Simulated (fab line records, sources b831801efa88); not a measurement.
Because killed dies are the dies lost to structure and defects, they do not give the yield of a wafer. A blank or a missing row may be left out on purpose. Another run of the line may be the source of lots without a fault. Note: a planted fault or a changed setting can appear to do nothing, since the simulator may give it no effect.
Which tool is to blame? | flow sky130 | 9 lots, 27 wafers sampled, at 5 steps of a route of 708

== WHAT THE GAUGES READ, wafer by wafer ==
SKY_VIA2_THK_MEAS_01. Usual: for VIA2_HDPCVD_THK the level is 1184 nm and the standard deviation is 10.
lot  | measured     | on           | VIA2_HDPCVD_THK (nm) | flag
L409 | day 36 19:01 | filmMetro-02 | 1188 1176 1190       | 
L410 | day 36 20:52 | filmMetro-01 | 1183 1171 1179       | 
L411 | day 37 02:14 | filmMetro-02 | 1190 1195 1186       | 
L420 | day 40 00:40 | filmMetro-01 | 1188 1190 1188       | 
L421 | day 40 03:39 | filmMetro-02 | 1179 1171 1189       | 
L422 | day 40 15:28 | filmMetro-02 | 1171 1164 1157       | 
L425 | day 41 09:54 | filmMetro-02 | 1171 1179 1182       | 
L428 | day 42 07:35 | filmMetro-01 | 1184 1195 1197       | 
L429 | day 42 10:20 | filmMetro-04 | 1175 1191 1176       | 

SKY_CAP2M_RS_MEAS_03: measures by four-point-probe. Usual: for CAP2M_TIN_RS the level is 6.93 ohm/sq and the standard deviation is 0.067.
lot  | measured     | on           | CAP2M_TIN_RS (ohm/sq) | flag
L409 | day 41 06:40 | filmMetro-03 | 6.97 6.94 6.92        | 
L410 | day 41 07:01 | filmMetro-02 | 7.05 6.98 7.01        | 
L411 | day 41 13:10 | filmMetro-02 | 6.96 6.90 6.97        | 
L420 | day 44 05:38 | filmMetro-03 | 6.87 6.86 6.90        | 
L421 | day 44 08:22 | filmMetro-04 | 6.90 6.85 6.91        | 
L422 | day 44 19:38 | filmMetro-02 | 7.01 6.94 6.38        | 
L425 | day 45 10:30 | filmMetro-02 | 6.85 6.85 6.86        | 
L428 | day 46 09:29 | filmMetro-02 | 6.87 6.87 6.90        | 
L429 | day 46 09:45 | filmMetro-02 | 6.75 6.85 6.87        | 

SKY_CAP2M_THK_MEAS_04: measures by xrf. Usual: for CAP2M_TIN_THK the level is 199.0 nm and the standard deviation is 2.3.
lot  | measured     | on           | CAP2M_TIN_THK (nm) | flag
L409 | day 41 06:47 | filmMetro-03 | 197.6 198.6 199.9  | 
L410 | day 41 07:07 | filmMetro-02 | 197.0 198.0 198.4  | 
L411 | day 41 13:16 | filmMetro-02 | 198.5 199.9 198.6  | 
L420 | day 44 05:45 | filmMetro-03 | 200.4 200.1 198.8  | 
L421 | day 44 08:29 | filmMetro-04 | 197.6 199.3 197.7  | 
L422 | day 44 19:43 | filmMetro-02 | 197.2 199.8 215.8  | 
L425 | day 45 10:37 | filmMetro-02 | 203.1 203.9 202.2  | 
L428 | day 46 09:35 | filmMetro-02 | 202.2 202.0 200.8  | 
L429 | day 46 09:52 | filmMetro-02 | 205.3 202.7 202.2  | 

== WHAT TOOL EACH LOT RAN ON (gives the tool, then ch and the chambers of the sampled wafers, and finally the start) ==
lot  | SKY_METAL3_METAL_ETCH_18         | SKY_CAP2M_SPUTTER_02
L409 | rieMetal-04 ch 0,1, day 40 03:03 | pvdSputter-01, day 41 06:34
L410 | rieMetal-03 ch 0,1, day 40 03:24 | pvdSputter-01, day 41 06:53
L411 | rieMetal-04 ch 0,1, day 40 10:05 | pvdSputter-01, day 41 13:01
L420 | rieMetal-04 ch 0,1, day 43 03:08 | pvdSputter-04, day 44 05:31
L421 | rieMetal-02 ch 0,1, day 43 06:06 | pvdSputter-04, day 44 08:16
L422 | rieMetal-04 ch 0,1, day 43 18:01 | pvdSputter-01, day 44 19:28
L425 | rieMetal-02 ch 0,1, day 44 09:25 | pvdSputter-04, day 45 10:22
L428 | rieMetal-02 ch 0,1, day 45 07:32 | pvdSputter-02, day 46 09:20
L429 | rieMetal-02 ch 1, day 45 08:58   | pvdSputter-04, day 46 09:38
- SKY_METAL3_METAL_ETCH_18: etches the open film in Cl2/BCl3, stops on SiO2, target depth 845 nm, time 183.1 s.
- SKY_CAP2M_SPUTTER_02: material TiN, target thk 200 nm, time 166.7 s.

== AS READ BY THE TOOLS THEMSELVES (means over the sampled wafers that have a number; for cases with no such wafer, the mark the record gives instead) ==
SKY_METAL3_METAL_ETCH_18. Usual: biasW 48.51 W, standard deviation 0.16; chamberPressureMTorr 9.836 mTorr, standard deviation 0.01; drypumpMotorCurrentA 6.0 A, standard deviation 0.46; mfcCl2Sccm 60.00 sccm, standard deviation 0.2; oesProductAu 0.865 a.u., standard deviation 0.0054; throttleValvePct 22.461 %, standard deviation 0.0093.
lot  | tool        | biasW (W) | chamberPressureMTorr (mTorr) | drypumpMotorCurrentA (A) | mfcCl2Sccm (sccm) | oesProductAu (a.u.) | throttleValvePct (%) | flag
L409 | rieMetal-04 | 48.42     | 9.831                        | 6.2                      | 59.95             | 0.858               | 22.451               | 
L410 | rieMetal-03 | 48.80     | 9.838                        | 6.2                      | 60.15             | 0.860               | 22.462               | 
L411 | rieMetal-04 | 48.66     | 9.843                        | 6.2                      | 60.23             | 0.863               | 22.458               | 
L420 | rieMetal-04 | 48.41     | 9.842                        | 6.0                      | 60.01             | 0.859               | 22.459               | 
L421 | rieMetal-02 | 48.72     | 9.831                        | 5.8                      | 60.11             | 0.871               | 22.456               | 
L422 | rieMetal-04 | 48.43     | 9.839                        | 6.0                      | 59.98             | 0.861               | 22.458               | 
L425 | rieMetal-02 | 48.54     | 9.840                        | 6.0                      | 60.02             | 0.861               | 22.467               | 
L428 | rieMetal-02 | 48.58     | 9.840                        | 6.0                      | 60.06             | 0.869               | 22.467               | 
L429 | rieMetal-02 | 48.32     | 9.844                        | 5.6                      | 59.96             | 0.870               | 22.465               | 

SKY_CAP2M_SPUTTER_02. Usual: cathodeDcPowerW 6500.0 W, standard deviation 1.2; substrateTempC 299.96 C, standard deviation 0.18; throttleValvePct 30.3 %, standard deviation 0.99.
lot  | tool          | cathodeDcPowerW (W) | substrateTempC (C) | throttleValvePct (%) | flag
L409 | pvdSputter-01 | 6500.1              | 299.80             | 30.9                 | 
L410 | pvdSputter-01 | 6499.8              | 299.99             | 30.0                 | 
L411 | pvdSputter-01 | 6500.4              | 299.90             | 29.3                 | 
L420 | pvdSputter-04 | 6499.5              | 299.96             | 29.4                 | 
L421 | pvdSputter-04 | 6500.2              | 300.26             | 31.1                 | 
L422 | pvdSputter-01 | 6695.1              | 300.06             | 30.2                 | OFF
L425 | pvdSputter-04 | 6500.2              | 299.96             | 30.3                 | 
L428 | pvdSputter-02 | 6500.9              | 299.88             | 30.1                 | 
L429 | pvdSputter-04 | 6500.2              | 299.96             | 29.1                 | 

== THE ANSWER, worked out from the rows above alone ==
Rule: take the mean of a lot's wafers that have a number; if it is more than 3 standard deviations from the usual mean, the lot is off. A lot without any number at a reading at which 4 lots or more have one is off too. Any other lot the step has rows for is counted as sound. The gauges are gone through in route order, then the tools' own readings, and for those a lot's mean is taken as printed above. The first step at which some lot is off is used, and at that step the reading that is off furthest; a lot without a number counts as furthest.
Off: L422 (SKY_CAP2M_SPUTTER_02, cathodeDcPowerW).
A tool fits if, at that step or a process step before it, it ran every lot that is off, and no sound lot after the first of them. 2 tools fit, rieMetal-04 at SKY_METAL3_METAL_ETCH_18 and pvdSputter-01 at SKY_CAP2M_SPUTTER_02, so this cannot tell which one it is.

== WHAT THE SIMULATOR HAD PUT IN ==
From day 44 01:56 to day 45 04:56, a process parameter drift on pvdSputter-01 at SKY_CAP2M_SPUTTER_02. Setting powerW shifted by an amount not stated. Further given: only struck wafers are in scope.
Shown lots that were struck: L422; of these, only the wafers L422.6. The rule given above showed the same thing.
